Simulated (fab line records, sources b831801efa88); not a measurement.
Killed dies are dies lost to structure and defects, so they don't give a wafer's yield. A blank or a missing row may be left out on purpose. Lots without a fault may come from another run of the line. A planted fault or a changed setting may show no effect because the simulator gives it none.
fab line records | flow sky130
record lots=12 wafers=36 last_day=50
route steps=708 shown LOCAL_INTERCONNECT@400 CAP2M@605 PASSIVATION@693 PAD_OPEN@708
lots that met no fault: from a run of the same line without faults
start_h: hours from the record's first day to the start of the lot's first wafer shown | wait_h: hours since the lot's step before | " the same as in the row above | L1.1+2: a row that stands for several wafers | - no value, or no start given | * or withheld: withheld | < > ~ a bound
route shown NAME@n: a module of which the file shows steps, and the number in the route of the first | usual: mean/standard deviation of fault-free wafers | same: alike in all rows | chamber/n: place in a boat | sites: the reading at each site | _std_site: their standard deviation | _edge_site: outer sites' mean less inner sites' | radius_mm: how far each site lies from the wafer's centre | mask NAME#n: copy n | behind: the tool/chamber that last shaped the wafer | hold: why the lot was held/for how many hours/how that ended | device: the transistor (n, p or np) that didn't switch | end of line: the same wafers' tests at the end of the route | a step without rows: its recipe alone | killed: dies lost to structure and defects at the first sort, not the wafer's yield | map: a wafer's dies, x killed, . not, _ none there
set.NAME: the setting as run; set.NAME@STEP: as run at that earlier step | model.NAME: the simulator's own value behind a step, which no gauge read
steps of the route over a sample of lots; a table a step, a row a wafer
services: from which hour (start_h, from the record's first day; less than 0 if before it) a tool's chamber was out of use, for how many hours, and why
## steps
# step SKY_LOCAL_INTERCONNECT_ETCH_13
# recipe chemistry=N2/H2 target=BARC ion_energy_ev=200 bias_w=100 pressure_mtorr=30 n2_flow_sccm=100 h2_flow_sccm=200 icp_w=500 stop_on=SiO2 time_s=45.9 target_depth_a=600
# usual drypump_motor_current_A=5.70/0.17 oes_product_au=0.855/0.0045 throttle_valve_pct=13.225/0.0096
# columns lot.wafer tool chamber start_h wait_h drypump_motor_current_A oes_product_au rf_hours_counter_h throttle_valve_pct
L774.2 rie_metal-04 1 738.52 0.0 5.73 0.864 3 13.225
L774.4 " 0 " " 5.69 0.854 - 13.224
L774.5 " 0 " " 5.69 0.847 - 13.221
L773.1 rie_metal-03 1 740.71 0.0 5.49 0.851 14 13.228
L773.4 " 0 " " 5.69 0.854 - 13.217
L773.6 " 1 " " 5.49 0.846 - 13.220
L775.2 rie_metal-04 0 741.06 0.0 5.69 0.857 13 13.231
L775.3 " 0 " " 5.70 0.862 - 13.229
L775.5 " 0 " " 5.70 0.845 - 13.221
L779.2 rie_metal-04 0 771.52 0.0 5.68 0.857 14 13.239
L779.3 " 0 " " 5.70 0.855 - 13.237
L779.6 " 0 " " 5.69 0.847 - 13.236
L780.2 rie_metal-04 1 774.35 0.0 5.75 0.859 5 13.229
L780.3 " 1 " " 5.70 0.854 - 13.237
L780.6 " 0 " " 5.67 0.857 - 13.229
L782.2 rie_metal-04 1 785.43 0.0 5.68 0.855 5 13.215
L782.3 " 0 " " 5.70 0.858 - 13.231
L782.4 " 1 " " 5.72 0.853 - 13.233
L783.1 rie_metal-01 1 797.42 0.0 6.06 0.861 6 13.236
L783.2 " 0 " " 5.49 0.851 14 13.215
L783.5 " 1 " " 6.03 0.857 - 13.215
L786.1 rie_metal-01 0 811.11 0.0 5.49 0.852 15 13.221
L786.2 " 1 " " 6.03 0.860 7 13.224
L786.4 " 0 " " 5.47 0.849 - 13.219
L787.2 rie_metal-04 1 822.77 0.0 5.72 0.853 5 13.232
L787.3 " 1 " " 5.74 0.854 - 13.229
L787.6 " 1 " " 5.72 0.857 - 13.223
L793.1 rie_metal-04 1 868.80 0.0 5.69 0.857 8 13.239
L793.2 " 0 " " 5.68 0.850 1 13.233
L793.4 " 1 " " 5.74 0.853 - 13.221
L794.2 rie_metal-04 0 878.60 0.0 5.71 0.857 1 13.232
L794.3 " 1 " " 5.71 0.856 - 13.238
L794.4 " 0 " " 5.70 0.854 - 13.216
L796.2 rie_metal-03 1 880.96 0.0 5.48 0.852 4 13.236
L796.5 " 1 " " 5.50 0.856 - 13.239
L796.6 " 0 " " 5.68 0.856 - 13.231
# step SKY_CAP2M_SPUTTER_02
# recipe material=TiN target_thk_nm=200 temp_c=300 power_w=6500 time_s=166.7 chamber_pressure_pa=0.4
# usual substrate_temp_c=300.01/0.22 throttle_valve_pct=30.0/0.9
# columns lot.wafer tool chamber start_h wait_h substrate_temp_c throttle_valve_pct
L774.2 pvd_sputter-01 - 960.56 0.0 299.88 29.4
L774.4 " - " " 300.15 30.7
L774.5 " - " " 300.23 31.0
L773.1 pvd_sputter-01 - 961.99 0.1 300.19 28.6
L773.4 " - " " 300.27 31.1
L773.6 " - " " 300.34 29.0
L775.2 pvd_sputter-02 - 965.56 0.0 300.24 30.2
L775.3 " - " " 299.78 28.6
L775.5 " - " " 300.17 30.0
L779.2 pvd_sputter-01 - 992.77 0.0 300.19 31.0
L779.3 " - " " 299.92 30.7
L779.6 " - " " 299.84 28.9
L780.2 pvd_sputter-01 - 995.66 0.0 300.09 30.8
L780.3 " - " " 300.14 28.8
L780.6 " - " " 299.64 28.7
L782.2 pvd_sputter-02 - 1003.75 0.0 300.06 31.9
L782.3 " - " " 299.95 30.2
L782.4 " - " " 299.91 30.1
L783.1 pvd_sputter-01 - 1013.68 0.1 300.16 29.5
L783.2 " - " " 300.01 30.8
L783.5 " - " " 300.00 28.6
L786.1 pvd_sputter-01 - 1024.25 0.1 300.31 30.5
L786.2 " - " " 300.24 28.6
L786.4 " - " " 299.61 30.8
L787.2 pvd_sputter-04 - 1035.71 0.0 300.21 30.6
L787.3 " - " " 300.10 29.6
L787.6 " - " " 300.02 29.5
L793.1 pvd_sputter-02 - 1072.58 0.1 300.39 30.1
L793.2 " - " " 299.99 28.9
L793.4 " - " " 300.45 31.9
L794.2 pvd_sputter-04 - 1079.97 0.0 300.00 29.6
L794.3 " - " " 299.84 30.0
L794.4 " - " " 299.85 30.8
L796.2 pvd_sputter-04 - 1083.16 0.0 299.84 30.0
L796.5 " - " " 299.90 29.4
L796.6 " - " " 300.30 30.1
# step SKY_CAP2M_THK_MEAS_04
# recipe thk_meas_gauge=xrf reads=TiN_of_CAP2M_SPUTTER_02
# usual CAP2M_TIN_THK=201.5/2.4
# columns lot.wafer tool chamber start_h wait_h CAP2M_TIN_THK[nm]
L774.2 film_metro-02 - 960.79 0.1 204.5
L774.4 " - " " 202.3
L774.5 " - " " 202.5
L773.1 film_metro-01 - 962.22 0.1 198.3
L773.4 " - " " 200.3
L773.6 " - " " 198.4
L775.2 film_metro-01 - 965.80 0.1 201.7
L775.3 " - " " 202.4
L775.5 " - " " 201.1
L779.2 film_metro-01 - 993.01 0.1 201.5
L779.3 " - " " 204.0
L779.6 " - " " 201.7
L780.2 film_metro-02 - 995.90 0.1 201.0
L780.3 " - " " 200.9
L780.6 " - " " 201.2
L782.2 film_metro-03 - 1003.99 0.1 201.5
L782.3 " - " " 201.9
L782.4 " - " " 200.4
L783.1 film_metro-02 - 1013.91 0.1 202.2
L783.2 " - " " 200.8
L783.5 " - " " 199.4
L786.1 film_metro-01 - 1024.48 0.1 205.2
L786.2 " - " " 199.0
L786.4 " - " " 200.3
L787.2 film_metro-02 - 1035.95 0.1 204.0
L787.3 " - " " 203.6
L787.6 " - " " 203.2
L793.1 film_metro-01 - 1072.81 0.1 200.2
L793.2 " - " " 201.3
L793.4 " - " " 199.7
L794.2 film_metro-03 - 1080.21 0.1 207.6
L794.3 " - " " 206.0
L794.4 " - " " 207.2
L796.2 film_metro-02 - 1083.40 0.1 203.5
L796.5 " - " " 204.4
L796.6 " - " " 203.5
# step SKY_PASSIVATION_STRIP_12
# recipe chemistry=O2/N2 power_w=1400 pressure_mtorr=1500 platen_temp_c=withheld overash_fraction=0.7 o2_flow_sccm=3000 n2_flow_sccm=300
# usual drypump_motor_current_A=5.7/0.33 oes_product_au=0.660/0.0045 strip_time_to_endpoint_s=31.22/0.16
# columns lot.wafer tool chamber start_h wait_h drypump_motor_current_A oes_product_au rf_hours_counter_h strip_time_to_endpoint_s
L774.2 plasma_asher-03 0 1076.52 0.1 5.6 0.661 65 31.18
L774.4 " 0 " " 5.6 0.665 - 31.26
L774.5 " 0 " " 5.6 0.662 - 31.08
L773.1 plasma_asher-04 0 1080.52 0.1 6.0 0.661 101 30.96
L773.4 " 1 " " 6.3 0.662 - 31.06
L773.6 " 0 " " 5.9 0.663 - 31.01
L775.2 plasma_asher-03 1 1085.04 0.1 5.7 0.657 66 31.24
L775.3 " 1 " " 5.7 0.666 - 31.24
L775.5 " 0 " " 5.6 0.650 - 31.19
L779.2 plasma_asher-02 1 1109.97 0.1 5.1 0.669 5 31.02
L779.3 " 0 " " 5.7 0.669 - 31.08
L779.6 " 1 " " 5.1 0.656 - 31.13
L780.2 plasma_asher-03 0 1111.32 0.1 5.6 0.660 68 31.25
L780.3 " 1 " " 5.7 0.665 - 31.19
L780.6 " 1 " " 5.7 0.658 - 31.06
L782.2 plasma_asher-03 1 1116.97 0.1 5.7 0.665 69 31.03
L782.3 " 0 " " 5.6 0.664 - 31.23
L782.4 " 1 " " 5.7 0.660 - 31.07
L783.1 plasma_asher-03 0 1125.67 0.1 5.6 0.660 69 31.33
L783.2 " 1 " " 5.6 0.660 69 31.12
L783.5 " 0 " " 5.5 0.664 - 31.35
L786.1 plasma_asher-03 1 1136.99 0.1 5.7 0.658 71 31.39
L786.2 " 0 " " 5.6 0.659 71 31.54
L786.4 " 0 " " 5.6 0.658 - 31.61
L787.2 plasma_asher-03 0 1142.16 0.1 5.6 0.663 71 31.40
L787.3 " 1 " " 5.6 0.663 - 31.53
L787.6 " 1 " " 5.6 0.659 - 31.49
L793.1 plasma_asher-04 1 1175.99 0.1 6.3 0.663 110 31.07
L793.2 " 0 " " 5.9 0.662 110 31.27
L793.4 " 1 " " 6.4 0.662 - 31.02
L794.2 plasma_asher-04 0 1179.11 0.1 5.9 0.650 111 31.27
L794.3 " 1 " " 6.4 0.659 - 31.26
L794.4 " 0 " " 6.0 0.663 - 31.27
L796.2 plasma_asher-02 1 1183.04 0.1 5.1 0.651 12 31.14
L796.5 " 1 " " 5.1 0.669 - 31.01
L796.6 " 0 " " 5.7 0.656 - 30.87
# step SKY_PAD_OPEN_PROBE_99
# usual killed_at_M0_to_M3=44/6.6 killed_at_M4_up=3.0/1.9 killed_at_contacts=24/5.1 killed_at_front_end=16/4.6 killed_at_other=0.3/0.59 killed_dies=88/9.5 killed_open=48/6.7 killed_short=40/6.1
# same gross_dies=492 killed_at_back_side=0
# columns lot.wafer tool chamber start_h wait_h killed_at_M0_to_M3 killed_at_M4_up killed_at_contacts killed_at_front_end killed_at_other killed_dies killed_open killed_short
L793.1 prober-02 - 1194.18 0.1 48 5 30 18 0 101 53 47
L793.2 prober-02 - 1194.23 0.1 40 1 73 19 0 133 42 37
L793.4 prober-02 - 1194.33 0.2 52 4 24 16 0 96 54 42
L794.2 prober-02 - 1197.54 0.1 42 3 85 15 1 146 54 38
L794.3 prober-02 - 1197.59 0.2 38 3 35 24 0 100 47 52
L794.4 prober-02 - 1197.64 0.2 35 4 79 17 0 135 46 34
# killed by level:class
L793.1 VIA1:geometric_particle:open=12 VIA2:geometric_particle:open=10 CONTACT:geometric_particle:open=8 METAL2:geometric_particle:short=8 LI_CONTACT:geometric_particle:open=7 VIA1:geometric_particle:short=6 CONTACT:geometric_particle:short=6 FIELD_ISO:geometric_particle:open=5
L793.2 LOCAL_INTERCONNECT:unspecified=54 VIA1:geometric_particle:open=8 LI_CONTACT:geometric_particle:open=6 CONTACT:geometric_particle:open=6 FIELD_ISO:geometric_particle:open=5 FIELD_ISO:geometric_particle:short=5 METAL1:geometric_particle:short=5 LOCAL_INTERCONNECT:geometric_particle:short=4
L793.4 VIA1:geometric_particle:open=12 LI_CONTACT:geometric_particle:open=10 VIA2:geometric_particle:short=7 POLY_GATE:geometric_particle:open=6 CONTACT:geometric_particle:open=6 VIA2:geometric_particle:open=6 METAL3:geometric_particle:short=6 FIELD_ISO:geometric_particle:open=5
L794.2 LOCAL_INTERCONNECT:unspecified=54 CONTACT:geometric_particle:open=15 VIA1:geometric_particle:open=7 VIA2:geometric_particle:open=7 METAL1:geometric_particle:short=6 LI_CONTACT:geometric_particle:open=5 CONTACT:geometric_particle:short=5 VIA3:geometric_particle:open=5
L794.3 CONTACT:geometric_particle:open=14 VIA1:geometric_particle:open=14 FIELD_ISO:geometric_particle:short=9 VIA1:geometric_particle:short=9 CONTACT:geometric_particle:short=8 LOCAL_INTERCONNECT:geometric_particle:short=6 POLY_GATE:geometric_particle:short=5 LI_CONTACT:geometric_particle:open=5
L794.4 LOCAL_INTERCONNECT:unspecified=55 CONTACT:geometric_particle:open=10 VIA1:geometric_particle:open=8 CONTACT:geometric_particle:short=7 VIA3:geometric_particle:open=7 FIELD_ISO:geometric_particle:open=6 FIELD_ISO:geometric_particle:short=5 LI_CONTACT:geometric_particle:open=4
## services
# columns tool chamber start_h hours kind
rie_metal-04 - 796.12 2.8 pm
pvd_sputter-04 - 797.40 4.7 repair
pvd_sputter-02 - 804.39 12.3 repair
rie_metal-04 1 805.43 3.9 repair
plasma_asher-03 - 806.46 14.6 pm
pvd_sputter-02 - 890.29 4.2 repair
pvd_sputter-01 - 893.72 3.4 repair
plasma_asher-03 - 932.40 6.3 repair
pvd_sputter-01 - 954.67 3.9 repair
pvd_sputter-04 - 956.47 14.5 repair
plasma_asher-04 - 958.88 4.0 repair
plasma_asher-03 - 972.89 1.6 repair
pvd_sputter-04 - 998.50 20.5 repair
pvd_sputter-01 - 1003.75 2.3 repair
pvd_sputter-02 - 1006.70 2.7 repair
plasma_asher-03 - 1007.40 7.1 repair
rie_metal-04 1 1015.53 2.3 repair
plasma_asher-04 - 1053.68 0.5 repair
plasma_asher-04 - 1069.11 1.4 repair
pvd_sputter-02 - 1087.53 5.3 repair
pvd_sputter-01 - 1099.34 0.6 repair
pvd_sputter-01 - 1108.35 2.0 repair
pvd_sputter-01 - 1109.12 1.2 repair
plasma_asher-03 - 1163.81 4.1 repair
## key
first_sign step=SKY_PAD_OPEN_PROBE_99 reading=killed_at_contacts direction=up sigmas=11 usual=24 struck=79
effect step=SKY_PAD_OPEN_PROBE_99 reading=killed_dies direction=up sigmas=5.3 usual=88 struck=138
met_at SKY_LOCAL_INTERCONNECT_ETCH_13
struck_lots L793,L794
struck_wafers L793.2,L794.2,L794.4
tester_left_out L793,L794
not_acting_at SKY_CAP2M_SPUTTER_02,SKY_CAP2M_THK_MEAS_04,SKY_PASSIVATION_STRIP_12
onset_between 785.43 868.80
fault kind=chamber_particle_source tool=rie_metal-04 chamber=0 onset_h=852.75 steps=SKY_LOCAL_INTERCONNECT_ETCH_13 rate_per_visit_cm2=1.3048 end_h=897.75
# tester_left_out: of these lots the tester's yield and bins aren't shown, on N5 and GAA mostly nor the transistor test; their killed dies are dies lost to structure and defects alone, not to doping, threshold or leakage, so they don't give the yield
